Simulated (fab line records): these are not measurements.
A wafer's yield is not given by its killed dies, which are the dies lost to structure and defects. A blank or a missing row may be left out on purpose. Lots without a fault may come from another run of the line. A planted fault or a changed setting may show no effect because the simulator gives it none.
Which tool is to blame? ; flow sky130 ; 42 wafers from 14 lots sampled at 4 of the route's 708 steps

== WHAT EACH GAUGE READ, for each wafer ==
SKY_VT_ADJUST_HVTR_TW_MEAS_11.
lot;measured;on;VT_ADJUST_HVTR_TW
L145;day 9 17:31;filmMetro-04;207.7 206.8 207.6
L146;day 9 17:49;filmMetro-03;210.8 210.3 210.4
L147;day 10 06:01;filmMetro-02;210.0 210.5 210.6
L148;day 10 11:10;filmMetro-03;210.2 209.2 209.1
L149;day 11 12:18;filmMetro-04;206.1 206.6 207.7
L152;day 11 13:44;filmMetro-04;207.1 206.8 206.9
L154;day 12 06:34;filmMetro-04;206.6 208.4 207.9
L155;day 12 13:10;filmMetro-02;210.7 209.7 210.3
L156;day 12 19:01;filmMetro-02;210.7 211.1 210.9
L157;day 13 07:10;filmMetro-04;206.1 207.2 205.9
L162;day 14 14:58;filmMetro-04;206.1 206.8 205.3
L164;day 15 07:11;filmMetro-02;208.9 209.1 210.3
L167;day 16 05:22;filmMetro-02;210.2 210.6 209.5
L168;day 16 16:58;filmMetro-02;208.2 210.5 209.2

SKY_VT_ADJUST_PCH_TW_MEAS_10.
lot;measured;on;VT_ADJUST_PCH_TW
L145;day 10 16:23;filmMetro-03;143.1 143.1 143.2
L146;day 10 16:43;filmMetro-02;143.3 143.2 143.1
L147;day 11 04:59;filmMetro-03;143.6 143.0 142.2
L148;day 11 09:29;filmMetro-01;142.4 143.2 143.2
L149;day 12 12:36;filmMetro-02;142.6 143.7 142.9
L152;day 12 13:52;filmMetro-03;142.7 143.2 142.7
L154;day 13 07:42;filmMetro-03;140.9 142.0 142.0
L155;day 13 13:47;filmMetro-03;142.4 141.2 141.6
L156;day 13 20:02;filmMetro-01;142.4 142.6 142.9
L157;day 14 08:31;filmMetro-03;142.2 142.2 141.3
L162;day 15 17:19;filmMetro-01;142.7 143.4 142.7
L164;day 16 11:02;filmMetro-02;143.1 143.2 142.4
L167;day 17 09:59;filmMetro-03;142.2 141.7 142.4
L168;day 17 21:38;filmMetro-01;141.4 141.7 142.6

SKY_SONOS_ONO_THK_MEAS_01.
lot;measured;on;SONOS_ONO_OXIDATION_THK (nm)
L145;day 11 20:09;filmMetro-01;2.52 2.54 2.46
L146;day 11 20:10;filmMetro-04;2.65 2.59 2.63
L147;day 12 06:52;filmMetro-03;2.65 2.59 2.58
L148;day 12 10:26;filmMetro-04;2.55 2.50 2.50
L149;day 13 16:25;filmMetro-01;2.60 2.55 2.62
L152;day 13 17:46;filmMetro-04;2.65 2.56 2.60
L154;day 14 11:53;filmMetro-01;2.62 2.54 2.60
L155;day 14 17:44;filmMetro-04;2.61 2.59 2.57
L156;day 15 02:50;filmMetro-01;2.50 2.58 2.51
L157;day 15 14:37;filmMetro-04;2.62 2.57 2.64
L162;day 16 23:26;filmMetro-03;2.54 2.57 2.48
L164;day 17 18:14;filmMetro-04;2.62 2.64 2.61
L167;day 18 17:31;filmMetro-03;2.64 2.59 2.64
L168;day 19 06:53;filmMetro-01;2.60 2.58 2.53

== WHAT TOOL EACH LOT RAN ON (gives the tool, then ch and the chambers of the sampled wafers, and finally the start) ==
lot;SKY_SONOS_TUNNEL_SOFTBAKE_03
L145;lithoTrack-01 ch 0, day 11 04:13
L146;lithoTrack-02 ch 0, day 11 04:37
L147;lithoTrack-01 ch 0, day 11 15:19
L148;lithoTrack-03 ch 0, day 11 20:36
L149;lithoTrack-03 ch 0, day 13 00:56
L152;lithoTrack-01 ch 0, day 13 02:52
L154;lithoTrack-02 ch 0, day 13 19:28
L155;lithoTrack-03 ch 0, day 14 02:57
L156;lithoTrack-03 ch 0, day 14 09:30
L157;lithoTrack-01 ch 0, day 14 20:40
L162;lithoTrack-02 ch 0, day 16 06:14
L164;lithoTrack-03 ch 0, day 17 01:03
L167;lithoTrack-03 ch 0, day 18 00:48
L168;lithoTrack-01 ch 0, day 18 12:25
- SKY_SONOS_TUNNEL_SOFTBAKE_03: time 60 s.

== AS READ BY THE TOOLS THEMSELVES (means over the sampled wafers that have a number; for cases with no such wafer, the mark the record gives instead) ==
SKY_SONOS_TUNNEL_SOFTBAKE_03.
lot;tool;chillPlateTempC (C);heaterPowerTotalW (W);plateTempC (C)
L145;lithoTrack-01;23.07;56.59;90.08
L146;lithoTrack-02;23.14;56.58;90.08
L147;lithoTrack-01;23.00;56.58;90.01
L148;lithoTrack-03;23.12;56.61;90.01
L149;lithoTrack-03;23.08;56.61;89.89
L152;lithoTrack-01;22.87;56.63;89.98
L154;lithoTrack-02;23.01;56.62;90.08
L155;lithoTrack-03;23.00;56.00;89.31
L156;lithoTrack-03;22.93;55.94;89.18
L157;lithoTrack-01;23.09;56.58;89.86
L162;lithoTrack-02;22.95;56.61;89.96
L164;lithoTrack-03;23.04;56.56;89.96
L167;lithoTrack-03;22.97;56.58;89.78
L168;lithoTrack-01;23.05;56.63;90.05

== THE ANSWER, worked out from the rows above alone ==
Rule: usual is defined by the lots themselves. Put in order of their means at a reading, lots are off if they are a third of the lots or fewer, leave a main group of 4 or more, and stand apart from it by a gap of 3 or more times the standard deviation of the main group's means; of several such gaps the widest counts. The tables above print the reading to a certain number of digits; a main group whose means all agree to those digits is not used. A lot without any number at a reading at which 4 lots or more have one is off too. The other lots that the step has rows for count as sound. Order of review: gauges by route order, followed by the tools' own readings, for which a lot's mean as printed above is used. The first step at which some lot is off is used, and at that step the reading that is off furthest; a lot without a number counts as furthest.
Off: L155, L156, at SKY_SONOS_TUNNEL_SOFTBAKE_03 (heaterPowerTotalW). For the main group the mean is 56.60 W and the standard deviation 0.022.
A tool fits if, at that step or a process step before it, it ran every lot that is off, and no sound lot after the first of them. No candidate that was tried fits.

== WHAT THE SIMULATOR HAD PUT IN ==
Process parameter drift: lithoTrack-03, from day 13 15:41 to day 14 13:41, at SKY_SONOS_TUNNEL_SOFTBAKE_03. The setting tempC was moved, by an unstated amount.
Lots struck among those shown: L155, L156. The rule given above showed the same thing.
